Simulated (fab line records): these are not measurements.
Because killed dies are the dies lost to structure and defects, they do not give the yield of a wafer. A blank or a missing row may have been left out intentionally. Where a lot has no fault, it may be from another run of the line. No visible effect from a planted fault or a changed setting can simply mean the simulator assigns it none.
The tool behind it: which one? -- flow sky130 -- 7 lots, 21 wafers sampled, at 2 steps of a route of 708

## WHAT EACH GAUGE READ, for each wafer
SKY_LI_CONTACT_CD_MEAS_12: the cd target is 170 nm.
lot,measured,on,cdNm (nm)
L800,day 30 16:40,cdSem-01,168.2 168.7 166.2
L802,day 31 14:47,cdSem-02,168.7 169.0 169.4
L804,day 31 22:27,cdSem-02,168.5 170.4 170.5
L809,day 33 05:48,cdSem-01,171.1 169.8 168.5
L814,day 35 09:32,cdSem-01,- - -
L816,day 35 19:03,cdSem-02,170.6 171.7 171.6
L818,day 36 01:18,cdSem-01,170.4 168.7 167.9

## WHICH TOOL RAN EACH LOT (tool, then ch and the chambers of the sampled wafers, then the start)
lot,SKY_LI_CONTACT_EXPOSE_09
L800,"krfScanner-01 ch 0, day 30 02:27"
L802,"krfScanner-02 ch 0, day 31 01:38"
L804,"krfScanner-02 ch 0, day 31 08:41"
L809,"krfScanner-02 ch 0, day 32 17:07"
L814,"krfScanner-02, day 34 20:23"
L816,"krfScanner-02 ch 0, day 35 07:05"
L818,"krfScanner-01 ch 0, day 35 12:30"
- SKY_LI_CONTACT_EXPOSE_09: exposes mask LICM1, target cd 170 nm.

## THE ANSWER, worked out from the rows above alone
Rule: the lots themselves supply what counts as usual. Put in order of their means at a reading, lots are off if they are a third of the lots or fewer, leave a main group of 4 or more, and stand apart from it by a gap of 3 or more times the standard deviation of the main group's means; of several such gaps the widest counts. If all means in a main group match to the digits the tables above print for the reading, that group is not used. A lot without any number at a reading at which 4 lots or more have one is off too. The other lots that the step has rows for count as sound.
Off, at SKY_LI_CONTACT_CD_MEAS_12 on cdNm: L814. Without a number there: L814. Main group: mean 169.4 nm, sd 1.1.
If a tool, at a process step before that reading, ran all the lots that are off and no sound lot after the first of them, it fits. The gauges at SKY_LI_CONTACT_CD_MEAS_12 are tried like those tools. No candidate that was tried fits.

## WHAT HAD BEEN PUT IN BY THE SIMULATOR
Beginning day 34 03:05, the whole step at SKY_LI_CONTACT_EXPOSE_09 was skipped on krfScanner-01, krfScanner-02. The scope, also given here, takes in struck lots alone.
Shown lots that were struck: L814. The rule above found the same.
